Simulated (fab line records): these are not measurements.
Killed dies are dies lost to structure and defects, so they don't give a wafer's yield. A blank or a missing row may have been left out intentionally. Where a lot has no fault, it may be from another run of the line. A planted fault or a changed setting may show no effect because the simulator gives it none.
The tool behind it: which one? || flow sky130 || Sampling: 15 lots, 45 wafers, 6 of 708 route steps

== WHAT THE GAUGES SHOWED, per wafer ==
SKY_VT_ADJUST_NCORE_OVL_MEAS_08.
{"lot": "L207", "measured": "day 8 07:11", "on": "overlay-02", "VT_ADJUST_NCORE_OVL (nm)": "0.4 0.9 1.9"}
{"lot": "L208", "measured": "day 8 17:08", "on": "overlay-01", "VT_ADJUST_NCORE_OVL (nm)": "-2.4 0.0 -0.9"}
{"lot": "L211", "measured": "day 9 16:43", "on": "overlay-02", "VT_ADJUST_NCORE_OVL (nm)": "1.1 2.2 1.8"}
{"lot": "L212", "measured": "day 9 23:08", "on": "overlay-01", "VT_ADJUST_NCORE_OVL (nm)": "-0.3 -2.2 -0.5"}
{"lot": "L213", "measured": "day 10 03:38", "on": "overlay-01", "VT_ADJUST_NCORE_OVL (nm)": "1.9 1.7 -0.4"}
{"lot": "L214", "measured": "day 10 07:40", "on": "overlay-01", "VT_ADJUST_NCORE_OVL (nm)": "-1.3 0.8 1.7"}
{"lot": "L217", "measured": "day 11 05:49", "on": "overlay-02", "VT_ADJUST_NCORE_OVL (nm)": "0.3 -0.7 -0.4"}
{"lot": "L220", "measured": "day 12 02:44", "on": "overlay-02", "VT_ADJUST_NCORE_OVL (nm)": "0.9 0.5 0.1"}
{"lot": "L221", "measured": "day 12 09:50", "on": "overlay-01", "VT_ADJUST_NCORE_OVL (nm)": "1.0 1.7 1.9"}
{"lot": "L222", "measured": "day 12 20:13", "on": "overlay-02", "VT_ADJUST_NCORE_OVL (nm)": "0.2 0.2 -1.2"}
{"lot": "L223", "measured": "day 13 22:38", "on": "overlay-01", "VT_ADJUST_NCORE_OVL (nm)": "0.4 0.3 1.7"}
{"lot": "L226", "measured": "day 14 13:44", "on": "overlay-01", "VT_ADJUST_NCORE_OVL (nm)": "1.9 2.1 2.7"}
{"lot": "L228", "measured": "day 15 02:26", "on": "overlay-01", "VT_ADJUST_NCORE_OVL (nm)": "-0.2 -1.0 0.9"}
{"lot": "L227", "measured": "day 15 02:43", "on": "overlay-01", "VT_ADJUST_NCORE_OVL (nm)": "-1.3 1.4 2.9"}
{"lot": "L229", "measured": "day 15 06:08", "on": "overlay-01", "VT_ADJUST_NCORE_OVL (nm)": "0.0 -0.2 -1.0"}

SKY_VT_ADJUST_PCH_OVL_MEAS_07.
{"lot": "L207", "measured": "day 10 01:19", "on": "overlay-02", "VT_ADJUST_PCH_OVL (nm)": "-0.8 0.8 2.0"}
{"lot": "L208", "measured": "day 10 11:40", "on": "overlay-01", "VT_ADJUST_PCH_OVL (nm)": "-0.2 -0.4 -0.6"}
{"lot": "L211", "measured": "day 11 12:59", "on": "overlay-01", "VT_ADJUST_PCH_OVL (nm)": "-1.9 -0.2 -0.1"}
{"lot": "L212", "measured": "day 11 20:37", "on": "overlay-01", "VT_ADJUST_PCH_OVL (nm)": "1.4 3.4 1.5"}
{"lot": "L213", "measured": "day 12 02:28", "on": "overlay-01", "VT_ADJUST_PCH_OVL (nm)": "0.0 1.2 0.6"}
{"lot": "L214", "measured": "day 12 07:17", "on": "overlay-02", "VT_ADJUST_PCH_OVL (nm)": "-0.5 -2.1 -0.7"}
{"lot": "L217", "measured": "day 13 07:07", "on": "overlay-02", "VT_ADJUST_PCH_OVL (nm)": "-0.4 -0.8 -1.5"}
{"lot": "L220", "measured": "day 14 05:50", "on": "overlay-02", "VT_ADJUST_PCH_OVL (nm)": "- - -"}
{"lot": "L221", "measured": "day 14 13:45", "on": "overlay-02", "VT_ADJUST_PCH_OVL (nm)": "- - -"}
{"lot": "L222", "measured": "day 15 00:11", "on": "overlay-01", "VT_ADJUST_PCH_OVL (nm)": "- - -"}
{"lot": "L223", "measured": "day 16 05:19", "on": "overlay-02", "VT_ADJUST_PCH_OVL (nm)": "3.1 0.7 1.8"}
{"lot": "L226", "measured": "day 16 21:29", "on": "overlay-01", "VT_ADJUST_PCH_OVL (nm)": "1.6 -0.7 0.2"}
{"lot": "L228", "measured": "day 17 10:13", "on": "overlay-01", "VT_ADJUST_PCH_OVL (nm)": "-1.2 0.8 -0.5"}
{"lot": "L227", "measured": "day 17 11:04", "on": "overlay-01", "VT_ADJUST_PCH_OVL (nm)": "0.9 2.9 -0.3"}
{"lot": "L229", "measured": "day 17 14:22", "on": "overlay-02", "VT_ADJUST_PCH_OVL (nm)": "-0.6 0.1 -2.4"}

SKY_SONOS_TUNNEL_CD_MEAS_07: target cd 410 nm.
{"lot": "L207", "measured": "day 10 23:56", "on": "cd-sem-01", "cd-nm (nm)": "408.6 412.2 411.3"}
{"lot": "L208", "measured": "day 11 10:37", "on": "cd-sem-01", "cd-nm (nm)": "409.9 409.9 409.8"}
{"lot": "L211", "measured": "day 12 12:57", "on": "cd-sem-02", "cd-nm (nm)": "413.9 410.7 412.2"}
{"lot": "L212", "measured": "day 12 21:09", "on": "cd-sem-02", "cd-nm (nm)": "410.1 409.4 409.6"}
{"lot": "L213", "measured": "day 13 03:15", "on": "cd-sem-02", "cd-nm (nm)": "407.0 409.7 406.7"}
{"lot": "L214", "measured": "day 13 07:57", "on": "cd-sem-02", "cd-nm (nm)": "407.9 409.3 408.1"}
{"lot": "L217", "measured": "day 14 09:10", "on": "cd-sem-02", "cd-nm (nm)": "406.8 406.2 404.2"}
{"lot": "L220", "measured": "day 15 09:14", "on": "cd-sem-02", "cd-nm (nm)": "410.9 410.2 409.8"}
{"lot": "L221", "measured": "day 15 16:59", "on": "cd-sem-01", "cd-nm (nm)": "408.6 406.8 410.3"}
{"lot": "L222", "measured": "day 16 03:28", "on": "cd-sem-01", "cd-nm (nm)": "408.7 409.1 410.0"}
{"lot": "L223", "measured": "day 17 09:50", "on": "cd-sem-02", "cd-nm (nm)": "408.2 407.2 408.1"}
{"lot": "L226", "measured": "day 18 02:44", "on": "cd-sem-01", "cd-nm (nm)": "408.0 410.2 411.2"}
{"lot": "L228", "measured": "day 18 15:49", "on": "cd-sem-01", "cd-nm (nm)": "411.3 413.2 410.6"}
{"lot": "L227", "measured": "day 18 16:41", "on": "cd-sem-02", "cd-nm (nm)": "409.3 408.2 408.0"}
{"lot": "L229", "measured": "day 18 19:57", "on": "cd-sem-01", "cd-nm (nm)": "407.3 408.4 410.7"}

SKY_SONOS_TUNNEL_OVL_MEAS_08.
{"lot": "L207", "measured": "day 11 00:04", "on": "overlay-02", "SONOS_TUNNEL_OVL (nm)": "-1.1 -1.1 -0.6"}
{"lot": "L208", "measured": "day 11 10:44", "on": "overlay-02", "SONOS_TUNNEL_OVL (nm)": "0.6 -0.5 1.9"}
{"lot": "L211", "measured": "day 12 13:04", "on": "overlay-01", "SONOS_TUNNEL_OVL (nm)": "-0.1 -0.3 0.0"}
{"lot": "L212", "measured": "day 12 21:16", "on": "overlay-01", "SONOS_TUNNEL_OVL (nm)": "-0.7 -0.5 -1.7"}
{"lot": "L213", "measured": "day 13 03:22", "on": "overlay-01", "SONOS_TUNNEL_OVL (nm)": "0.9 1.2 1.9"}
{"lot": "L214", "measured": "day 13 08:04", "on": "overlay-01", "SONOS_TUNNEL_OVL (nm)": "-1.3 -2.5 -0.5"}
{"lot": "L217", "measured": "day 14 09:16", "on": "overlay-02", "SONOS_TUNNEL_OVL (nm)": "0.3 0.0 -0.6"}
{"lot": "L220", "measured": "day 15 09:19", "on": "overlay-01", "SONOS_TUNNEL_OVL (nm)": "-0.8 -1.2 -0.9"}
{"lot": "L221", "measured": "day 15 17:05", "on": "overlay-01", "SONOS_TUNNEL_OVL (nm)": "-1.0 -1.2 -3.4"}
{"lot": "L222", "measured": "day 16 03:35", "on": "overlay-01", "SONOS_TUNNEL_OVL (nm)": "2.0 0.6 2.3"}
{"lot": "L223", "measured": "day 17 09:58", "on": "overlay-01", "SONOS_TUNNEL_OVL (nm)": "-0.9 0.2 -1.3"}
{"lot": "L226", "measured": "day 18 02:49", "on": "overlay-01", "SONOS_TUNNEL_OVL (nm)": "-0.6 1.1 -0.8"}
{"lot": "L228", "measured": "day 18 15:55", "on": "overlay-01", "SONOS_TUNNEL_OVL (nm)": "-1.5 -0.8 -0.9"}
{"lot": "L227", "measured": "day 18 16:49", "on": "overlay-02", "SONOS_TUNNEL_OVL (nm)": "-0.7 -2.2 -3.2"}
{"lot": "L229", "measured": "day 18 20:04", "on": "overlay-02", "SONOS_TUNNEL_OVL (nm)": "-0.5 -0.7 -1.3"}

SKY_SONOS_TUNNEL_TW_MEAS_12.
{"lot": "L207", "measured": "day 11 00:31", "on": "film-metro-01", "SONOS_TUNNEL_TW": "196.8 196.0 197.8"}
{"lot": "L208", "measured": "day 11 11:11", "on": "film-metro-01", "SONOS_TUNNEL_TW": "196.4 195.9 195.6"}
{"lot": "L211", "measured": "day 12 13:31", "on": "film-metro-01", "SONOS_TUNNEL_TW": "196.5 195.1 197.9"}
{"lot": "L212", "measured": "day 12 21:44", "on": "film-metro-01", "SONOS_TUNNEL_TW": "196.4 195.6 195.5"}
{"lot": "L213", "measured": "day 13 03:51", "on": "film-metro-04", "SONOS_TUNNEL_TW": "198.2 199.6 199.2"}
{"lot": "L214", "measured": "day 13 08:31", "on": "film-metro-04", "SONOS_TUNNEL_TW": "198.4 197.6 198.9"}
{"lot": "L217", "measured": "day 14 09:43", "on": "film-metro-01", "SONOS_TUNNEL_TW": "197.2 196.5 196.5"}
{"lot": "L220", "measured": "day 15 09:57", "on": "film-metro-04", "SONOS_TUNNEL_TW": "213.8 215.1 214.0 213.5 214.8 213.9"}
{"lot": "L221", "measured": "day 15 17:32", "on": "film-metro-04", "SONOS_TUNNEL_TW": "214.7 215.2 213.9 214.4 213.7 214.4"}
{"lot": "L222", "measured": "day 16 04:03", "on": "film-metro-04", "SONOS_TUNNEL_TW": "212.2 212.6 213.4 212.7 213.4 214.0"}
{"lot": "L223", "measured": "day 17 10:26", "on": "film-metro-01", "SONOS_TUNNEL_TW": "196.4 196.0 196.1"}
{"lot": "L226", "measured": "day 18 03:18", "on": "film-metro-04", "SONOS_TUNNEL_TW": "197.7 198.3 198.0"}
{"lot": "L228", "measured": "day 18 16:22", "on": "film-metro-02", "SONOS_TUNNEL_TW": "198.6 197.2 197.9"}
{"lot": "L227", "measured": "day 18 17:16", "on": "film-metro-04", "SONOS_TUNNEL_TW": "199.0 198.0 198.9"}
{"lot": "L229", "measured": "day 18 20:31", "on": "film-metro-01", "SONOS_TUNNEL_TW": "196.6 195.2 196.2"}

== EACH LOT AND THE TOOL THAT RAN IT (in order: tool; ch and the chambers of the sampled wafers; start) ==
{"lot": "L207", "SKY_VT_ADJUST_PCH_COAT_02": "litho-track-03 ch 0, day 9 14:11"}
{"lot": "L208", "SKY_VT_ADJUST_PCH_COAT_02": "litho-track-03 ch 0, day 10 00:56"}
{"lot": "L211", "SKY_VT_ADJUST_PCH_COAT_02": "litho-track-03 ch 0, day 11 01:26"}
{"lot": "L212", "SKY_VT_ADJUST_PCH_COAT_02": "litho-track-01 ch 0, day 11 07:31"}
{"lot": "L213", "SKY_VT_ADJUST_PCH_COAT_02": "litho-track-02 ch 0, day 11 13:49"}
{"lot": "L214", "SKY_VT_ADJUST_PCH_COAT_02": "litho-track-02 ch 0, day 11 18:40"}
{"lot": "L217", "SKY_VT_ADJUST_PCH_COAT_02": "litho-track-03 ch 0, day 12 18:22"}
{"lot": "L220", "SKY_VT_ADJUST_PCH_COAT_02": "litho-track-01, day 13 15:58"}
{"lot": "L221", "SKY_VT_ADJUST_PCH_COAT_02": "litho-track-01, day 13 23:38"}
{"lot": "L222", "SKY_VT_ADJUST_PCH_COAT_02": "litho-track-01, day 14 11:01"}
{"lot": "L223", "SKY_VT_ADJUST_PCH_COAT_02": "litho-track-01 ch 0, day 15 15:16"}
{"lot": "L226", "SKY_VT_ADJUST_PCH_COAT_02": "litho-track-02 ch 0, day 16 06:37"}
{"lot": "L228", "SKY_VT_ADJUST_PCH_COAT_02": "litho-track-03 ch 0, day 16 20:34"}
{"lot": "L227", "SKY_VT_ADJUST_PCH_COAT_02": "litho-track-01 ch 0, day 16 20:46"}
{"lot": "L229", "SKY_VT_ADJUST_PCH_COAT_02": "litho-track-01 ch 0, day 17 00:01"}
- SKY_VT_ADJUST_PCH_COAT_02: resist thk 3000 nm.

== WHAT THE TOOLS THEMSELVES READ (means of the sampled wafers that have a number; where no wafer has one, the mark that the record gives instead) ==
SKY_VT_ADJUST_PCH_COAT_02.
{"lot": "L207", "tool": "litho-track-03", "chill-plate-temp-C (C)": 23.11, "dispense-pressure-kPa (kPa)": 48, "resist-line-temp-C (C)": 23.17}
{"lot": "L208", "tool": "litho-track-03", "chill-plate-temp-C (C)": 22.99, "dispense-pressure-kPa (kPa)": 48, "resist-line-temp-C (C)": 23.07}
{"lot": "L211", "tool": "litho-track-03", "chill-plate-temp-C (C)": 23.08, "dispense-pressure-kPa (kPa)": 48, "resist-line-temp-C (C)": 23.00}
{"lot": "L212", "tool": "litho-track-01", "chill-plate-temp-C (C)": 23.19, "dispense-pressure-kPa (kPa)": 55, "resist-line-temp-C (C)": 22.92}
{"lot": "L213", "tool": "litho-track-02", "chill-plate-temp-C (C)": 23.00, "dispense-pressure-kPa (kPa)": 51, "resist-line-temp-C (C)": 23.03}
{"lot": "L214", "tool": "litho-track-02", "chill-plate-temp-C (C)": 23.04, "dispense-pressure-kPa (kPa)": 51, "resist-line-temp-C (C)": 22.86}
{"lot": "L217", "tool": "litho-track-03", "chill-plate-temp-C (C)": 23.04, "dispense-pressure-kPa (kPa)": 48, "resist-line-temp-C (C)": 22.93}
{"lot": "L220", "tool": "litho-track-01", "chill-plate-temp-C (C)": "-", "dispense-pressure-kPa (kPa)": "-", "resist-line-temp-C (C)": "-"}
{"lot": "L221", "tool": "litho-track-01", "chill-plate-temp-C (C)": "-", "dispense-pressure-kPa (kPa)": "-", "resist-line-temp-C (C)": "-"}
{"lot": "L222", "tool": "litho-track-01", "chill-plate-temp-C (C)": "-", "dispense-pressure-kPa (kPa)": "-", "resist-line-temp-C (C)": "-"}
{"lot": "L223", "tool": "litho-track-01", "chill-plate-temp-C (C)": 22.95, "dispense-pressure-kPa (kPa)": 55, "resist-line-temp-C (C)": 23.14}
{"lot": "L226", "tool": "litho-track-02", "chill-plate-temp-C (C)": 22.95, "dispense-pressure-kPa (kPa)": 51, "resist-line-temp-C (C)": 23.03}
{"lot": "L228", "tool": "litho-track-03", "chill-plate-temp-C (C)": 22.94, "dispense-pressure-kPa (kPa)": 48, "resist-line-temp-C (C)": 23.00}
{"lot": "L227", "tool": "litho-track-01", "chill-plate-temp-C (C)": 22.94, "dispense-pressure-kPa (kPa)": 55, "resist-line-temp-C (C)": 23.04}
{"lot": "L229", "tool": "litho-track-01", "chill-plate-temp-C (C)": 22.97, "dispense-pressure-kPa (kPa)": 55, "resist-line-temp-C (C)": 23.02}

== THE ANSWER, worked out from the rows above alone ==
Rule: what is usual is taken from the lots themselves. Put in order of their means at a reading, lots are off if they are a third of the lots or fewer, leave a main group of 4 or more, and stand apart from it by a gap of 3 or more times the standard deviation of the main group's means; of several such gaps the widest counts. A main group whose means are all the same, to the digits that the tables above print for the reading, isn't used. Also off: a lot with no number at a reading for which 4 or more lots have one. Any other lot the step has rows for is counted as sound. The gauges are gone through in route order, then the tools' own readings, and for those a lot's mean is taken as printed above. The first step at which some lot is off is used, and at that step the reading that is off furthest; a lot without a number counts as furthest.
Off: L220, L221, L222, seen at SKY_VT_ADJUST_PCH_OVL_MEAS_07 (VT_ADJUST_PCH_OVL). Without a number there: L220, L221, L222. The main group: mean 0.2 nm, standard deviation 1.1.
If a tool, at a process step before that reading, ran all the lots that are off and no sound lot after the first of them, it fits. The gauges at SKY_VT_ADJUST_PCH_OVL_MEAS_07 aren't tried: what is off there is off at SKY_SONOS_TUNNEL_TW_MEAS_12 too, on other tools, and a gauge's error can't cause that. No candidate that was tried fits.

== WHAT THE SIMULATOR HAD INSERTED ==
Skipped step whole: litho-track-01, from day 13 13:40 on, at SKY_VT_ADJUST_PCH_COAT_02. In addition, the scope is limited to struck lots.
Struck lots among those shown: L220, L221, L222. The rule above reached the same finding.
